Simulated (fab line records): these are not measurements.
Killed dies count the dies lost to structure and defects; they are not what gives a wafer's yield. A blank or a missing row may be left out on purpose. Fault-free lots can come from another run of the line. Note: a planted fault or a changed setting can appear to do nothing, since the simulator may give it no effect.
Check for tools in common || flow sky130 || Sample size 10 lots and 30 wafers

## THE REASON FOR OPENING IT
SKY_SPACER_THK_MEAS_01, reading SPACER_CVD_00_THK: flagged on 2 of 10 lots. Fault-free wafers read 43.2 nm, with a standard deviation of 0.37.
Rule: a lot is flagged in two cases, either no wafer of it has a number, or all its wafers with numbers fall more than 4 standard deviations from that mean. The rest of the lots are taken to be sound.

{"lot": "L726", "measured": "day 23 13:49", "on": "filmMetro-01", "SPACER_CVD_00_THK (nm), wafer by wafer": "43.2 43.0 43.1", "flag": ""}
{"lot": "L727", "measured": "day 24 12:06", "on": "filmMetro-01", "SPACER_CVD_00_THK (nm), wafer by wafer": "43.3 43.1 42.9", "flag": ""}
{"lot": "L729", "measured": "day 24 14:22", "on": "filmMetro-04", "SPACER_CVD_00_THK (nm), wafer by wafer": "42.2 43.0 42.4", "flag": ""}
{"lot": "L732", "measured": "day 25 09:40", "on": "filmMetro-03", "SPACER_CVD_00_THK (nm), wafer by wafer": "43.8 43.6 43.8", "flag": ""}
{"lot": "L730", "measured": "day 25 15:14", "on": "filmMetro-03", "SPACER_CVD_00_THK (nm), wafer by wafer": "42.7 43.1 42.7", "flag": ""}
{"lot": "L734", "measured": "day 25 22:50", "on": "filmMetro-03", "SPACER_CVD_00_THK (nm), wafer by wafer": "43.1 43.1 43.0", "flag": ""}
{"lot": "L735", "measured": "day 26 19:21", "on": "filmMetro-03", "SPACER_CVD_00_THK (nm), wafer by wafer": "43.2 43.5 43.1", "flag": ""}
{"lot": "L736", "measured": "day 27 00:54", "on": "filmMetro-03", "SPACER_CVD_00_THK (nm), wafer by wafer": "43.6 43.7 43.4", "flag": ""}
{"lot": "L742", "measured": "day 29 01:59", "on": "filmMetro-03", "SPACER_CVD_00_THK (nm), wafer by wafer": "51.3 51.7 51.0", "flag": "FLAGGED"}
{"lot": "L743", "measured": "day 29 03:30", "on": "filmMetro-04", "SPACER_CVD_00_THK (nm), wafer by wafer": "51.8 52.2 52.1", "flag": "FLAGGED"}
On average the flagged lots' numbers are 51.7 nm, which is +8.5 nm against the usual, or +23 standard deviations.

## WHICH TOOL EACH LOT WENT THROUGH
The record keeps 1 process step preceding the reading, out of 708 steps on the route. Each cell gives the tool, then ch followed by the chambers the sampled wafers passed through, then the start.
{"lot": "L726", "flag": "", "SKY_SPACER_CVD_00": "lpcvd-02 ch 0, day 23 12:36"}
{"lot": "L727", "flag": "", "SKY_SPACER_CVD_00": "lpcvd-02 ch 1, day 24 10:53"}
{"lot": "L729", "flag": "", "SKY_SPACER_CVD_00": "lpcvd-02 ch 1, day 24 13:08"}
{"lot": "L732", "flag": "", "SKY_SPACER_CVD_00": "lpcvd-02 ch 0, day 25 08:28"}
{"lot": "L730", "flag": "", "SKY_SPACER_CVD_00": "lpcvd-02 ch 0, day 25 14:01"}
{"lot": "L734", "flag": "", "SKY_SPACER_CVD_00": "lpcvd-02 ch 1, day 25 21:37"}
{"lot": "L735", "flag": "", "SKY_SPACER_CVD_00": "lpcvd-02 ch 1, day 26 17:32"}
{"lot": "L736", "flag": "", "SKY_SPACER_CVD_00": "lpcvd-02 ch 1, day 26 23:05"}
{"lot": "L742", "flag": "FLAGGED", "SKY_SPACER_CVD_00": "lpcvd-02 ch 0, day 29 00:47"}
{"lot": "L743", "flag": "FLAGGED", "SKY_SPACER_CVD_00": "lpcvd-02 ch 0, day 29 02:16"}
What these steps do:
- SKY_SPACER_CVD_00: deposits Si3N4 from DCS/NH3, target thk 43.1 nm, time 740 s.
- SKY_SPACER_THK_MEAS_01

## FLAGGED AGAINST TOTAL, ONE TOOL AT A TIME (gauges that did the reading follow at the end)
{"step": "SKY_SPACER_CVD_00", "tool": "lpcvd-02", "lots run": 10, "flagged": 2, "share of the flagged lots": "all", "sound lots run after its first flagged lot": 0}
{"step": "SKY_SPACER_THK_MEAS_01", "tool": "filmMetro-01", "lots run": 2, "flagged": 0, "share of the flagged lots": "none", "sound lots run after its first flagged lot": "-"}
{"step": "SKY_SPACER_THK_MEAS_01", "tool": "filmMetro-03", "lots run": 6, "flagged": 1, "share of the flagged lots": "some", "sound lots run after its first flagged lot": 0}
{"step": "SKY_SPACER_THK_MEAS_01", "tool": "filmMetro-04", "lots run": 2, "flagged": 1, "share of the flagged lots": "some", "sound lots run after its first flagged lot": 0}

## THE TABLE: WHAT IT ALLOWS
Rows of the table that ran each flagged lot: 1, that is lpcvd-02 at SKY_SPACER_CVD_00.
- lpcvd-02 at SKY_SPACER_CVD_00 ran 10 lots, 2 of them flagged. A fault beginning between L736 (day 26 23:05), its last sound lot, and L742 (day 29 00:47), its first flagged one, fits the data. Its own readings (spikeTcBottomC, spikeTcCentreC, spikeTcLowerC, spikeTcUpperC, susceptorTempC) fall more than 4 standard deviations out on all wafers of the flagged lots.
lpcvd-02 at SKY_SPACER_CVD_00 is the single tool remaining.

## WHAT WAS PUT IN BY THE SIMULATOR
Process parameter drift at SKY_SPACER_CVD_00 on lpcvd-02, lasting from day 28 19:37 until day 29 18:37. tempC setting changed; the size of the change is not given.
Shown lots that were struck: L742, L743. This agrees with what the rule above found.
